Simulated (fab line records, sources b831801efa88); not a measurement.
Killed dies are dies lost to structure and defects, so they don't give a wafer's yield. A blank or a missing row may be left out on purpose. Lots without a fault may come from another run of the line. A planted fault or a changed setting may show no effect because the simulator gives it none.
One fault seen from 2 desks | flow gf180mcu | each desk has only its own numbers; what lay behind them comes last

THE TOOL OWNER'S DESK: hdpcvd-02
The tool's own readings at GF_V3_CVD_00 (deposits SiO2, target thk 600 nm, time 100 s): means of the sampled wafers that have a number, for each lot that ran on this tool. A lot is out of limits, marked OUT, if its mean lies more than 4 standard deviations from the usual mean; the brackets give that distance.
Columns: A = sih4_flow_sccm at GF_V3_CVD_00, usual 59.99 sccm
lot  | first seen here | A
L606 | day 24 01:57    | 60.02
L607 | day 24 04:38    | 59.94
L610 | day 25 04:25    | 59.93
L612 | day 26 01:42    | 60.08
L619 | day 27 23:01    | 60.10
L621 | day 28 08:46    | 51.04 (-53) OUT
L622 | day 28 13:47    | 50.85 (-54) OUT
This desk's finding: out of limits on L621, L622; first on L621, day 28 08:46 (sih4_flow_sccm at GF_V3_CVD_00). In limits: L606, L607, L610, L612, L619.

THE METROLOGY DESK
What the gauges read, lot by lot, whatever tool the lot ran on: means of the sampled wafers that have a number. A lot is out of limits, marked OUT, if its mean lies more than 4 standard deviations from the usual mean; the brackets give that distance.
Columns: A = M3_ALCU_THK at GF_M3_THK_MEAS_06, usual 446 nm; B = V3_CVD_00_THK at GF_V3_THK_MEAS_01, usual 599 nm
lot  | first seen here | A   | B
L601 | day 20 15:32    | 448 | 602
L604 | day 22 08:27    | 440 | 595
L606 | day 22 16:43    | 445 | 601
L607 | day 23 06:09    | 458 | 601
L609 | day 24 00:01    | 440 | 598
L610 | day 24 05:25    | 450 | 596
L612 | day 25 03:44    | 447 | 607
L618 | day 27 00:02    | 437 | 604
L619 | day 27 02:01    | 442 | 599
L621 | day 27 12:35    | 442 | 508 (-17) OUT
L622 | day 27 17:31    | 451 | 506 (-17) OUT
L623 | day 28 04:56    | 448 | 604
This desk's finding: out of limits on L621, L622; first on L621, day 28 08:51 (V3_CVD_00_THK at GF_V3_THK_MEAS_01). In limits: L601, L604, L606, L607, L609, L610, L612, L618, L619, L623.

PUT TOGETHER
The tool owner's desk could have raised an alarm at day 28 08:46, on L621, L622.
The metrology desk could have raised an alarm at day 28 08:51, on L621, L622.
Of the lots named, all ran GF_V3_CVD_00 on hdpcvd-02.

WHAT THE SIMULATOR HAD PUT IN
Process parameter drift: hdpcvd-02, from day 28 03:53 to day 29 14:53, at GF_V3_CVD_00. Setting sih4_flow_sccm, moved by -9, from 60. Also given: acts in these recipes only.
Lots struck among those shown: L621, L622.
Hours from the fault's start to each desk's first reading out of limits: the tool owner's desk, 5; the metrology desk, 5.
